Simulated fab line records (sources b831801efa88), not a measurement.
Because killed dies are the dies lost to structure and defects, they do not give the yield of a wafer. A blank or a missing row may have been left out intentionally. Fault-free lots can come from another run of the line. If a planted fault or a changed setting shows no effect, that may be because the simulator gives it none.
fab line records || flow sky130
record {"lots": 6, "wafers": 18, "last_day": 50}
route steps=708 shown SONOS_TUNNEL@166 SONOS_ONO@168
lots untouched by any fault: they come from a run of this same line in which no faults occurred
start_h: hours from the record's first day to the start of the lot's first wafer shown || wait_h: hours since the lot's step before || " identical to the entry in the row above || L1.1+2: a row that stands for several wafers || - either no value or no given start || * or withheld: withheld || < > ~ a bound
route shown NAME@n: a module of which the file shows steps, and the number in the route of the first || usual: the fault-free wafers' mean and standard deviation || same: alike in all rows || chamber/n: place in a boat || sites: each site's reading || _std_site: the standard deviation of these || _edge_site: the outer-site mean with the inner-site mean subtracted || radius_mm: how far each site lies from the wafer's centre || mask NAME#n: copy n || behind: the most recent tool/chamber to have shaped the wafer || hold: reason for holding the lot/hours on hold/outcome of the hold || device: the n, p or np transistor that did not switch || end of line: tests run on the same wafers once the route is complete || where a step has no rows: the recipe by itself || killed: dies lost to structure and defects at the first sort, not the wafer's yield || map: a wafer's dies, x killed, . not, _ none there
set.NAME: setting as actually run; set.NAME@STEP: the setting as run at that earlier step || model.NAME: the simulator's own value behind a step, which no gauge read
a table for each step, a row for each wafer; lots at some steps of the route
services: a tool's chamber out of use, with start hour (start_h, from the record's first day; less than 0 if before it), hours out, and reason
## steps
# step SKY_SONOS_TUNNEL_TW_MEAS_12
# usual {"SONOS_TUNNEL_TW": "197.1/1.1"}
{"lot.wafer": "L703.3", "tool": "film_metro-03", "chamber": "-", "start_h": 249.61, "wait_h": 0.0, "SONOS_TUNNEL_TW": 196.5}
{"lot.wafer": "L703.4", "tool": "film_metro-03", "chamber": "-", "start_h": 249.61, "wait_h": 0.0, "SONOS_TUNNEL_TW": 195.8}
{"lot.wafer": "L703.5", "tool": "film_metro-03", "chamber": "-", "start_h": 249.61, "wait_h": 0.0, "SONOS_TUNNEL_TW": 195.8}
{"lot.wafer": "L713.2", "tool": "film_metro-01", "chamber": "-", "start_h": 327.00, "wait_h": 0.0, "SONOS_TUNNEL_TW": 197.4}
{"lot.wafer": "L713.3", "tool": "film_metro-01", "chamber": "-", "start_h": 327.00, "wait_h": 0.0, "SONOS_TUNNEL_TW": 197.5}
{"lot.wafer": "L713.5", "tool": "film_metro-01", "chamber": "-", "start_h": 327.00, "wait_h": 0.0, "SONOS_TUNNEL_TW": 196.9}
{"lot.wafer": "L714.1", "tool": "film_metro-01", "chamber": "-", "start_h": 336.25, "wait_h": 0.0, "SONOS_TUNNEL_TW": 196.9}
{"lot.wafer": "L714.3", "tool": "film_metro-01", "chamber": "-", "start_h": 336.25, "wait_h": 0.0, "SONOS_TUNNEL_TW": 197.3}
{"lot.wafer": "L714.4", "tool": "film_metro-01", "chamber": "-", "start_h": 336.25, "wait_h": 0.0, "SONOS_TUNNEL_TW": 197.0}
{"lot.wafer": "L721.1", "tool": "film_metro-01", "chamber": "-", "start_h": 394.30, "wait_h": 0.0, "SONOS_TUNNEL_TW": 197.4}
{"lot.wafer": "L721.3", "tool": "film_metro-01", "chamber": "-", "start_h": 394.30, "wait_h": 0.0, "SONOS_TUNNEL_TW": 197.7}
{"lot.wafer": "L721.5", "tool": "film_metro-01", "chamber": "-", "start_h": 394.30, "wait_h": 0.0, "SONOS_TUNNEL_TW": 197.9}
{"lot.wafer": "L722.2", "tool": "film_metro-04", "chamber": "-", "start_h": 400.54, "wait_h": 0.0, "SONOS_TUNNEL_TW": 196.0}
{"lot.wafer": "L722.3", "tool": "film_metro-04", "chamber": "-", "start_h": 400.54, "wait_h": 0.0, "SONOS_TUNNEL_TW": 196.4}
{"lot.wafer": "L722.5", "tool": "film_metro-04", "chamber": "-", "start_h": 400.54, "wait_h": 0.0, "SONOS_TUNNEL_TW": 196.7}
{"lot.wafer": "L725.1", "tool": "film_metro-03", "chamber": "-", "start_h": 424.36, "wait_h": 0.0, "SONOS_TUNNEL_TW": 195.0}
{"lot.wafer": "L725.5", "tool": "film_metro-03", "chamber": "-", "start_h": 424.36, "wait_h": 0.0, "SONOS_TUNNEL_TW": 195.0}
{"lot.wafer": "L725.6", "tool": "film_metro-03", "chamber": "-", "start_h": 424.36, "wait_h": 0.0, "SONOS_TUNNEL_TW": 195.3}
# step SKY_SONOS_TUNNEL_CLEAN_13
# recipe {"chemistry": "dHF", "time_s": 20, "dilution": "100:1", "dry": "ipa_marangoni"}
# step SKY_SONOS_ONO_OXIDATION_00
# recipe {"temp_c": 800, "ambient": "O2", "idle_temp_c": 700, "ramp_up_c_per_min": 10, "ramp_down_c_per_min": 3, "stabilise_s": 600, "purge_s": 300, "target_thk_a": 26, "ox_time_s": 1249}
# step SKY_SONOS_ONO_THK_MEAS_01
# recipe {"reads": "SiO2_of_SONOS_ONO_OXIDATION_00"}
# usual {"SONOS_ONO_OXIDATION_THK": "2.58/0.056"}
{"lot.wafer": "L703.3", "tool": "film_metro-01", "chamber": "-", "start_h": 251.04, "wait_h": 0.0, "SONOS_ONO_OXIDATION_THK[nm]": 2.63}
{"lot.wafer": "L703.4", "tool": "film_metro-01", "chamber": "-", "start_h": 251.04, "wait_h": 0.0, "SONOS_ONO_OXIDATION_THK[nm]": 2.58}
{"lot.wafer": "L703.5", "tool": "film_metro-01", "chamber": "-", "start_h": 251.04, "wait_h": 0.0, "SONOS_ONO_OXIDATION_THK[nm]": 2.53}
{"lot.wafer": "L713.2", "tool": "film_metro-04", "chamber": "-", "start_h": 328.93, "wait_h": 0.0, "SONOS_ONO_OXIDATION_THK[nm]": 2.60}
{"lot.wafer": "L713.3", "tool": "film_metro-04", "chamber": "-", "start_h": 328.93, "wait_h": 0.0, "SONOS_ONO_OXIDATION_THK[nm]": 2.63}
{"lot.wafer": "L713.5", "tool": "film_metro-04", "chamber": "-", "start_h": 328.93, "wait_h": 0.0, "SONOS_ONO_OXIDATION_THK[nm]": 2.56}
{"lot.wafer": "L714.1", "tool": "film_metro-02", "chamber": "-", "start_h": 339.63, "wait_h": 0.0, "SONOS_ONO_OXIDATION_THK[nm]": 2.63}
{"lot.wafer": "L714.3", "tool": "film_metro-02", "chamber": "-", "start_h": 339.63, "wait_h": 0.0, "SONOS_ONO_OXIDATION_THK[nm]": 2.64}
{"lot.wafer": "L714.4", "tool": "film_metro-02", "chamber": "-", "start_h": 339.63, "wait_h": 0.0, "SONOS_ONO_OXIDATION_THK[nm]": 2.69}
{"lot.wafer": "L721.1", "tool": "film_metro-02", "chamber": "-", "start_h": 396.21, "wait_h": 0.0, "SONOS_ONO_OXIDATION_THK[nm]": 2.65}
{"lot.wafer": "L721.3", "tool": "film_metro-02", "chamber": "-", "start_h": 396.21, "wait_h": 0.0, "SONOS_ONO_OXIDATION_THK[nm]": 2.62}
{"lot.wafer": "L721.5", "tool": "film_metro-02", "chamber": "-", "start_h": 396.21, "wait_h": 0.0, "SONOS_ONO_OXIDATION_THK[nm]": 2.68}
{"lot.wafer": "L722.2", "tool": "film_metro-04", "chamber": "-", "start_h": 403.42, "wait_h": 0.0, "SONOS_ONO_OXIDATION_THK[nm]": 2.65}
{"lot.wafer": "L722.3", "tool": "film_metro-04", "chamber": "-", "start_h": 403.42, "wait_h": 0.0, "SONOS_ONO_OXIDATION_THK[nm]": 2.67}
{"lot.wafer": "L722.5", "tool": "film_metro-04", "chamber": "-", "start_h": 403.42, "wait_h": 0.0, "SONOS_ONO_OXIDATION_THK[nm]": 2.66}
{"lot.wafer": "L725.1", "tool": "film_metro-02", "chamber": "-", "start_h": 425.78, "wait_h": 0.0, "SONOS_ONO_OXIDATION_THK[nm]": 2.64}
{"lot.wafer": "L725.5", "tool": "film_metro-02", "chamber": "-", "start_h": 425.78, "wait_h": 0.0, "SONOS_ONO_OXIDATION_THK[nm]": 2.62}
{"lot.wafer": "L725.6", "tool": "film_metro-02", "chamber": "-", "start_h": 425.78, "wait_h": 0.0, "SONOS_ONO_OXIDATION_THK[nm]": 2.60}
# step SKY_SONOS_ONO_CVD_02
# recipe {"material": "Si3N4", "precursor": "DCS/NH3", "target_thk_nm": 10.5, "temp_c": 770, "time_s": 180, "pressure_mtorr": 250}
# step SKY_SONOS_ONO_THK_MEAS_03
# recipe {"reads": "Si3N4_of_SONOS_ONO_CVD_02"}
# usual {"SONOS_ONO_CVD_02_THK": "10.38/0.15"}
{"lot.wafer": "L703.3", "tool": "film_metro-01", "chamber": "-", "start_h": 252.15, "wait_h": 0.0, "SONOS_ONO_CVD_02_THK[nm]": 10.41}
{"lot.wafer": "L703.4", "tool": "film_metro-01", "chamber": "-", "start_h": 252.15, "wait_h": 0.0, "SONOS_ONO_CVD_02_THK[nm]": 10.49}
{"lot.wafer": "L703.5", "tool": "film_metro-01", "chamber": "-", "start_h": 252.15, "wait_h": 0.0, "SONOS_ONO_CVD_02_THK[nm]": 10.43}
{"lot.wafer": "L713.2", "tool": "film_metro-01", "chamber": "-", "start_h": 330.04, "wait_h": 0.0, "SONOS_ONO_CVD_02_THK[nm]": 10.17}
{"lot.wafer": "L713.3", "tool": "film_metro-01", "chamber": "-", "start_h": 330.04, "wait_h": 0.0, "SONOS_ONO_CVD_02_THK[nm]": 10.22}
{"lot.wafer": "L713.5", "tool": "film_metro-01", "chamber": "-", "start_h": 330.04, "wait_h": 0.0, "SONOS_ONO_CVD_02_THK[nm]": 10.35}
{"lot.wafer": "L714.1", "tool": "film_metro-01", "chamber": "-", "start_h": 342.22, "wait_h": 0.0, "SONOS_ONO_CVD_02_THK[nm]": 10.52}
{"lot.wafer": "L714.3", "tool": "film_metro-01", "chamber": "-", "start_h": 342.22, "wait_h": 0.0, "SONOS_ONO_CVD_02_THK[nm]": 10.35}
{"lot.wafer": "L714.4", "tool": "film_metro-01", "chamber": "-", "start_h": 342.22, "wait_h": 0.0, "SONOS_ONO_CVD_02_THK[nm]": 10.44}
{"lot.wafer": "L721.1", "tool": "film_metro-02", "chamber": "-", "start_h": 398.07, "wait_h": 0.0, "SONOS_ONO_CVD_02_THK[nm]": 10.38}
{"lot.wafer": "L721.3", "tool": "film_metro-02", "chamber": "-", "start_h": 398.07, "wait_h": 0.0, "SONOS_ONO_CVD_02_THK[nm]": 10.35}
{"lot.wafer": "L721.5", "tool": "film_metro-02", "chamber": "-", "start_h": 398.07, "wait_h": 0.0, "SONOS_ONO_CVD_02_THK[nm]": 10.47}
{"lot.wafer": "L722.2", "tool": "film_metro-02", "chamber": "-", "start_h": 405.97, "wait_h": 0.0, "SONOS_ONO_CVD_02_THK[nm]": 10.16}
{"lot.wafer": "L722.3", "tool": "film_metro-02", "chamber": "-", "start_h": 405.97, "wait_h": 0.0, "SONOS_ONO_CVD_02_THK[nm]": 10.02}
{"lot.wafer": "L722.5", "tool": "film_metro-02", "chamber": "-", "start_h": 405.97, "wait_h": 0.0, "SONOS_ONO_CVD_02_THK[nm]": 10.12}
{"lot.wafer": "L725.1", "tool": "film_metro-01", "chamber": "-", "start_h": 426.89, "wait_h": 0.0, "SONOS_ONO_CVD_02_THK[nm]": 10.40}
{"lot.wafer": "L725.5", "tool": "film_metro-01", "chamber": "-", "start_h": 426.89, "wait_h": 0.0, "SONOS_ONO_CVD_02_THK[nm]": 10.33}
{"lot.wafer": "L725.6", "tool": "film_metro-01", "chamber": "-", "start_h": 426.89, "wait_h": 0.0, "SONOS_ONO_CVD_02_THK[nm]": 10.44}
# step SKY_SONOS_ONO_CVD_04
# recipe {"material": "SiO2", "precursor": "SiH4/N2O", "target_thk_nm": 5.7199, "temp_c": 900, "pressure_mtorr": 400}
# step SKY_SONOS_ONO_THK_MEAS_05
# recipe {"reads": "SiO2_of_SONOS_ONO_CVD_04"}
# usual {"SONOS_ONO_CVD_04_THK": "5.74/0.12"}
{"lot.wafer": "L703.3", "tool": "film_metro-01", "chamber": "-", "start_h": 253.46, "wait_h": 0.0, "SONOS_ONO_CVD_04_THK[nm]": 5.82}
{"lot.wafer": "L703.4", "tool": "film_metro-01", "chamber": "-", "start_h": 253.46, "wait_h": 0.0, "SONOS_ONO_CVD_04_THK[nm]": 5.82}
{"lot.wafer": "L703.5", "tool": "film_metro-01", "chamber": "-", "start_h": 253.46, "wait_h": 0.0, "SONOS_ONO_CVD_04_THK[nm]": 5.78}
{"lot.wafer": "L713.2", "tool": "film_metro-01", "chamber": "-", "start_h": 331.35, "wait_h": 0.0, "SONOS_ONO_CVD_04_THK[nm]": 5.81}
{"lot.wafer": "L713.3", "tool": "film_metro-01", "chamber": "-", "start_h": 331.35, "wait_h": 0.0, "SONOS_ONO_CVD_04_THK[nm]": 5.69}
{"lot.wafer": "L713.5", "tool": "film_metro-01", "chamber": "-", "start_h": 331.35, "wait_h": 0.0, "SONOS_ONO_CVD_04_THK[nm]": 5.65}
{"lot.wafer": "L714.1", "tool": "film_metro-01", "chamber": "-", "start_h": 343.53, "wait_h": 0.0, "SONOS_ONO_CVD_04_THK[nm]": 5.98}
{"lot.wafer": "L714.3", "tool": "film_metro-01", "chamber": "-", "start_h": 343.53, "wait_h": 0.0, "SONOS_ONO_CVD_04_THK[nm]": 5.83}
{"lot.wafer": "L714.4", "tool": "film_metro-01", "chamber": "-", "start_h": 343.53, "wait_h": 0.0, "SONOS_ONO_CVD_04_THK[nm]": 5.90}
{"lot.wafer": "L721.1", "tool": "film_metro-01", "chamber": "-", "start_h": 399.58, "wait_h": 0.0, "SONOS_ONO_CVD_04_THK[nm]": 5.66}
{"lot.wafer": "L721.3", "tool": "film_metro-01", "chamber": "-", "start_h": 399.58, "wait_h": 0.0, "SONOS_ONO_CVD_04_THK[nm]": 5.65}
{"lot.wafer": "L721.5", "tool": "film_metro-01", "chamber": "-", "start_h": 399.58, "wait_h": 0.0, "SONOS_ONO_CVD_04_THK[nm]": 5.60}
{"lot.wafer": "L722.2", "tool": "film_metro-02", "chamber": "-", "start_h": 407.28, "wait_h": 0.0, "SONOS_ONO_CVD_04_THK[nm]": 5.69}
{"lot.wafer": "L722.3", "tool": "film_metro-02", "chamber": "-", "start_h": 407.28, "wait_h": 0.0, "SONOS_ONO_CVD_04_THK[nm]": 5.81}
{"lot.wafer": "L722.5", "tool": "film_metro-02", "chamber": "-", "start_h": 407.28, "wait_h": 0.0, "SONOS_ONO_CVD_04_THK[nm]": 5.82}
{"lot.wafer": "L725.1", "tool": "film_metro-01", "chamber": "-", "start_h": 428.20, "wait_h": 0.0, "SONOS_ONO_CVD_04_THK[nm]": 5.68}
{"lot.wafer": "L725.5", "tool": "film_metro-01", "chamber": "-", "start_h": 428.20, "wait_h": 0.0, "SONOS_ONO_CVD_04_THK[nm]": 5.63}
{"lot.wafer": "L725.6", "tool": "film_metro-01", "chamber": "-", "start_h": 428.20, "wait_h": 0.0, "SONOS_ONO_CVD_04_THK[nm]": 5.68}
# step SKY_SONOS_ONO_DEHYDRATE_06
# recipe {"temp_c": 200, "time_s": 60}
# step SKY_SONOS_ONO_HMDS_07
# recipe {"prime_time_s": 60, "prime_temp_c": 120}
# step SKY_SONOS_ONO_COAT_08
# recipe {"resist": "NOVOLAK", "spin_rpm": 3000, "resist_thk_nm": 1140}
# step SKY_SONOS_ONO_SOFTBAKE_09
# recipe {"temp_c": 90, "time_s": 60, "resist": "NOVOLAK"}
# step SKY_SONOS_ONO_EXPOSE_10
# recipe {"mask_id": "ONOM", "target_cd_nm": 410, "na": 0.6, "source_shape": "conventional", "sigma_outer": 0.6, "dose_mj": 150}
# usual {"exposure_dose_mJ_cm2": "149.93/0.15", "focus_offset_nm": "0.0/0.5"}
{"lot.wafer": "L703.3", "tool": "iline_stepper-01", "chamber": 0, "start_h": 265.50, "wait_h": "-", "mask": "ONOM#0", "exposure_dose_mJ_cm2": 149.89, "focus_offset_nm": -0.1}
{"lot.wafer": "L703.4", "tool": "iline_stepper-01", "chamber": 0, "start_h": 265.50, "wait_h": "-", "mask": "ONOM#0", "exposure_dose_mJ_cm2": 150.08, "focus_offset_nm": 0.0}
{"lot.wafer": "L703.5", "tool": "iline_stepper-01", "chamber": 0, "start_h": 265.50, "wait_h": "-", "mask": "ONOM#0", "exposure_dose_mJ_cm2": 150.13, "focus_offset_nm": 0.2}
{"lot.wafer": "L713.2", "tool": "iline_stepper-02", "chamber": "-", "start_h": 343.82, "wait_h": "-", "mask": "ONOM#0", "exposure_dose_mJ_cm2": "-", "focus_offset_nm": "-"}
{"lot.wafer": "L713.3", "tool": "iline_stepper-02", "chamber": "-", "start_h": 343.82, "wait_h": "-", "mask": "ONOM#0", "exposure_dose_mJ_cm2": "-", "focus_offset_nm": "-"}
{"lot.wafer": "L713.5", "tool": "iline_stepper-02", "chamber": "-", "start_h": 343.82, "wait_h": "-", "mask": "ONOM#0", "exposure_dose_mJ_cm2": "-", "focus_offset_nm": "-"}
{"lot.wafer": "L714.1", "tool": "iline_stepper-02", "chamber": "-", "start_h": 357.76, "wait_h": "-", "mask": "ONOM#0", "exposure_dose_mJ_cm2": "-", "focus_offset_nm": "-"}
{"lot.wafer": "L714.3", "tool": "iline_stepper-02", "chamber": "-", "start_h": 357.76, "wait_h": "-", "mask": "ONOM#0", "exposure_dose_mJ_cm2": "-", "focus_offset_nm": "-"}
{"lot.wafer": "L714.4", "tool": "iline_stepper-02", "chamber": "-", "start_h": 357.76, "wait_h": "-", "mask": "ONOM#0", "exposure_dose_mJ_cm2": "-", "focus_offset_nm": "-"}
{"lot.wafer": "L721.1", "tool": "iline_stepper-01", "chamber": 0, "start_h": 414.73, "wait_h": "-", "mask": "ONOM#0", "exposure_dose_mJ_cm2": 149.81, "focus_offset_nm": 0.1}
{"lot.wafer": "L721.3", "tool": "iline_stepper-01", "chamber": 0, "start_h": 414.73, "wait_h": "-", "mask": "ONOM#0", "exposure_dose_mJ_cm2": 149.89, "focus_offset_nm": 0.2}
{"lot.wafer": "L721.5", "tool": "iline_stepper-01", "chamber": 0, "start_h": 414.73, "wait_h": "-", "mask": "ONOM#0", "exposure_dose_mJ_cm2": 149.76, "focus_offset_nm": -0.5}
{"lot.wafer": "L722.2", "tool": "iline_stepper-02", "chamber": 0, "start_h": 423.03, "wait_h": "-", "mask": "ONOM#0", "exposure_dose_mJ_cm2": 149.95, "focus_offset_nm": 0.2}
{"lot.wafer": "L722.3", "tool": "iline_stepper-02", "chamber": 0, "start_h": 423.03, "wait_h": "-", "mask": "ONOM#0", "exposure_dose_mJ_cm2": 150.15, "focus_offset_nm": 0.6}
{"lot.wafer": "L722.5", "tool": "iline_stepper-02", "chamber": 0, "start_h": 423.03, "wait_h": "-", "mask": "ONOM#0", "exposure_dose_mJ_cm2": 149.86, "focus_offset_nm": 1.4}
{"lot.wafer": "L725.1", "tool": "iline_stepper-02", "chamber": 0, "start_h": 443.05, "wait_h": "-", "mask": "ONOM#0", "exposure_dose_mJ_cm2": 149.84, "focus_offset_nm": 0.1}
{"lot.wafer": "L725.5", "tool": "iline_stepper-02", "chamber": 0, "start_h": 443.05, "wait_h": "-", "mask": "ONOM#0", "exposure_dose_mJ_cm2": 149.82, "focus_offset_nm": 0.4}
{"lot.wafer": "L725.6", "tool": "iline_stepper-02", "chamber": 0, "start_h": 443.05, "wait_h": "-", "mask": "ONOM#0", "exposure_dose_mJ_cm2": 149.60, "focus_offset_nm": 0.7}
# step SKY_SONOS_ONO_PEB_11
# recipe {"temp_c": "withheld", "time_s": "*", "resist": "NOVOLAK"}
## services
{"tool": "iline_stepper-01", "chamber": "-", "start_h": 314.95, "hours": 1.6, "kind": "repair"}
{"tool": "iline_stepper-01", "chamber": 0, "start_h": 331.12, "hours": "-", "kind": "calibration"}
{"tool": "iline_stepper-01", "chamber": "-", "start_h": 335.24, "hours": 15.8, "kind": "repair"}
{"tool": "iline_stepper-01", "chamber": "-", "start_h": 359.69, "hours": 3.3, "kind": "repair"}
{"tool": "iline_stepper-02", "chamber": 0, "start_h": 376.08, "hours": "-", "kind": "calibration"}
{"tool": "iline_stepper-02", "chamber": "-", "start_h": 381.73, "hours": 1.7, "kind": "pm"}
{"tool": "iline_stepper-02", "chamber": "-", "start_h": 432.01, "hours": 0.7, "kind": "repair"}
{"tool": "iline_stepper-01", "chamber": "-", "start_h": 441.63, "hours": 1.7, "kind": "pm"}
## key
first_sign {"step": "SKY_SONOS_ONO_EXPOSE_10", "reading": "tool_record", "direction": "missing"}
effect none on later readings
met_at SKY_SONOS_ONO_EXPOSE_10
struck_wafers L713.2,L713.3,L713.5,L714.1,L714.3,L714.4
later_rows_left_out L713.2,L713.3,L713.5,L714.1,L714.3,L714.4
sort_left_out L713.2,L713.3,L713.5,L714.1,L714.3,L714.4
tester_left_out L713,L714
fault {"kind": "skipped_step_whole", "tool": "iline_stepper-02", "chamber": "-", "onset_h": 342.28, "steps": "SKY_SONOS_ONO_EXPOSE_10", "scope": "struck_lots_only"}
# tester_left_out: of these lots the tester's yield and bins aren't shown, on N5 and GAA mostly nor the transistor test; their killed dies are dies lost to structure and defects alone, not to doping, threshold or leakage, so they don't give the yield
# sort_left_out: the simulated sort isn't trusted on such a fault, so these wafers' sort isn't shown, and their yield isn't known
# later_rows_left_out: the simulator's readings of these wafers behind a module that went badly wrong aren't trusted and aren't shown, but for the sort
